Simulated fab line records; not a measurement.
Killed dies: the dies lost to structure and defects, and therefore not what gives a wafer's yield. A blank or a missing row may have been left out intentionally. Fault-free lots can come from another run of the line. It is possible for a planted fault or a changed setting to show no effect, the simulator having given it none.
The same fault as seen by 2 desks + flow gf180mcu + what lay behind the numbers comes last; until then each desk has only its own

AT THE TOOL OWNER'S DESK: rie si-02
The tool's own readings at GF_STI_ETCH_14 (etches Si in HBr/Cl2/O2, target depth 360 nm, time 102.9 s): means of the sampled wafers that have a number, for each lot that ran on this tool. The brackets show how far a lot's mean lies from the usual mean; more than 4 standard deviations puts the lot out of limits, marked OUT.
Columns: A = drypump motor current A at GF_STI_ETCH_14, usual 5.6 A; B = oes product au at GF_STI_ETCH_14, usual 0.999 a.u.; C = run length s at GF_STI_ETCH_14, usual 131.3 s; D = throttle valve pct at GF_STI_ETCH_14, usual 25.656 %
| lot  | first seen here | A   | B     | C               | D      |
|------|-----------------|-----|-------|-----------------|--------|
| L300 | day 2 01:29     | 5.7 | 1.001 | 131.4           | 25.647 |
| L308 | day 3 20:26     | 5.4 | 0.998 | 149.3 (+35) OUT | 25.658 |
| L312 | day 4 15:05     | 5.5 | 0.983 | 149.0 (+34) OUT | 25.669 |
| L322 | day 6 19:44     | 5.5 | 0.996 | 130.8           | 25.655 |
This desk's finding: out of limits on L308, L312; first on L308, day 3 20:26 (run length s at GF_STI_ETCH_14). L300, L322: within limits.

AT THE METROLOGY DESK
What the gauges read, lot by lot, whatever tool the lot ran on: means of the sampled wafers that have a number. The brackets show how far a lot's mean lies from the usual mean; more than 4 standard deviations puts the lot out of limits, marked OUT.
Columns: A = INCOMING_BOW at GF_STI_BOW_MEAS_00, usual -1 um; B = LVPWELL_OVL at GF_LVPWELL_OVL_MEAS_07, usual -0.3 nm
| lot  | first seen here | A  | B    |
|------|-----------------|----|------|
| L300 | day 1 10:02     | 3  | -1.7 |
| L301 | day 1 15:00     | 5  | -0.9 |
| L303 | day 2 01:01     | -4 | -1.4 |
| L304 | day 2 06:02     | 1  | -3.1 |
| L308 | day 3 02:02     | 1  | 1.9  |
| L312 | day 3 22:04     | -4 | -0.8 |
| L316 | day 4 18:00     | -2 | 1.2  |
| L317 | day 4 23:00     | -2 | 0.2  |
| L318 | day 5 04:01     | -5 | 2.3  |
| L321 | day 5 19:00     | -6 | -1.7 |
| L322 | day 6 00:00     | -2 | 1.5  |
| L323 | day 6 05:00     | 0  | 1.1  |
This desk's finding: nothing out of limits on any of the 12 lots.

PUT TOGETHER
The tool owner's desk had the chance to raise an alarm at day 3 20:26 on L308, L312.
The metrology desk saw nothing out of limits.
The metrology desk has L308, L312 on record, within its limits.
GF_STI_ETCH_14 was run on rie si-02 by each of the lots named.

WHAT WAS PUT IN BY THE SIMULATOR
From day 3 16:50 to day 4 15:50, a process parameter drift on rie si-02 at GF_STI_ETCH_14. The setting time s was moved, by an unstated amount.
Struck lots among those shown: L308, L312.
Hours from the fault's start to each desk's first reading out of limits: the tool owner's desk, 4.
